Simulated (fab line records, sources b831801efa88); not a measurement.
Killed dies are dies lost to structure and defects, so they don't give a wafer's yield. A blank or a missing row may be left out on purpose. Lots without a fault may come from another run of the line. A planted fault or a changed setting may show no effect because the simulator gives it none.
Split-lot experiment | flow gf180mcu | 5 lots, 23 wafers read, on a route of 602 steps

THE SPLIT
At GF_VT_IMPLANT_IMPLANT_08, the setting energy_kev was moved away from the recipe's 20 on 7 of the 23 wafers read, by -4.8% to +8.6%. The other wafers ran this setting at the recipe's value.

FROM THE SPLIT TO THE READING: what the file shows between them, 1 step
- GF_VT_IMPLANT_STRIP_09: strips in O2/N2

THE READING
VT_IMPLANT_TW, at GF_VT_IMPLANT_TW_MEAS_10. Fault-free wafers of this fab line usually give 562, standard deviation 5.2.

wafer  | tool, chamber at the split | energy_kev as run | against the recipe | VT_IMPLANT_TW | against lot-mates on the recipe
L074.1 | implanter-02, 0            | 21.55             | +7.8%              | 575           | +11
L074.2 | implanter-02, 0            | 20                | recipe             | 564           | -
L074.4 | implanter-02, 0            | 20                | recipe             | 562           | -
L074.5 | implanter-02, 0            | 20                | recipe             | 565           | -
L074.6 | implanter-02, 0            | 21.55             | +7.8%              | 577           | +13
L075.1 | implanter-01, 0            | 21.72             | +8.6%              | 570           | +10
L075.3 | implanter-01, 0            | 20                | recipe             | 560           | -
L075.4 | implanter-01, 0            | 20                | recipe             | 560           | -
L075.5 | implanter-01, 0            | 21.72             | +8.6%              | 573           | +13
L075.6 | implanter-01, 0            | 21.72             | +8.6%              | 572           | +12
L082.1 | implanter-02, 0            | 20                | recipe             | 576           | -
L082.2 | implanter-02, 0            | 20                | recipe             | 570           | -
L082.3 | implanter-02, 0            | 20                | recipe             | 574           | -
L082.5 | implanter-02, 0            | 20                | recipe             | 573           | -
L082.6 | implanter-02, 0            | 20                | recipe             | 574           | -
L083.2 | implanter-01, 0            | 20                | recipe             | 559           | -
L083.3 | implanter-01, 0            | 19.04             | -4.8%              | 554           | -6
L083.4 | implanter-01, 0            | 20                | recipe             | 562           | -
L083.5 | implanter-01, 0            | 20                | recipe             | 558           | -
L083.6 | implanter-01, 0            | 19.04             | -4.8%              | 551           | -9
L084.1 | implanter-04, 0            | 20                | recipe             | 556           | -
L084.2 | implanter-04, 0            | 20                | recipe             | 558           | -
L084.4 | implanter-04, 0            | 20                | recipe             | 560           | -

THE FIT
A straight line over all 23 wafers: VT_IMPLANT_TW changes by +1.31 for each +1% of energy_kev; r = +0.66; the points scatter about the line by 6.1.
The same after taking each lot's own level away (the mean of its wafers on the recipe; 23 wafers): +1.45 for each +1%; r = +0.96; scatter 1.6.
On that fit, the largest move of energy_kev shifts the reading by 12.
The lots' own levels span 558.0 to 573.4, that is 3.0 times the standard deviation above.
So the lot-to-lot level blurs the effect unless lot-mates are compared.
Check: with one of the wafers moved furthest among these (+8.6%) left out of the fit, the line predicts +13 for it against its lot-mates. It came out at +10 against them.

OTHER SPLITS ON THESE WAFERS
These wafers also went through other splits before the reading. Each is held against what the fit with the lots' levels taken away leaves over:
other split on the same wafers | wafers away from the commonest value | r with VT_IMPLANT_TW (lot level and that fit taken away)
GF_STI_CVD_03 pressure_mtorr   | 18                                   | +0.10
GF_STI_ETCH_14 time_s          | 8                                    | -0.22
GF_STI_CVD_23 sih4_flow_sccm   | 9                                    | +0.06
GF_STI_OXIDATION_29 temp_c     | 18                                   | -0.03
GF_MVSD_STRIP_10 power_w       | 10                                   | -0.18

THE WHOLE CHAIN: every reading that the file lists as answering this split, in the file's order
step                     | what it does | reading                                                         | change (the file's fit)                | r (the file's)
GF_VT_IMPLANT_IMPLANT_08 |              | implant.rp_nm (the simulator's own value, which no gauge read)  | +0.135 nm for each +1% of the setting  | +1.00
GF_VT_IMPLANT_IMPLANT_08 |              | implant.drp_nm (the simulator's own value, which no gauge read) | +0.0678 nm for each +1% of the setting | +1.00
GF_VT_IMPLANT_TW_MEAS_10 |              | VT_IMPLANT_TW                                                   | +1.49 for each +1% of the setting      | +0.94

THE FILE'S OWN FIT
VT_IMPLANT_TW changes by +1.49 for each +1% of energy_kev, r = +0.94.
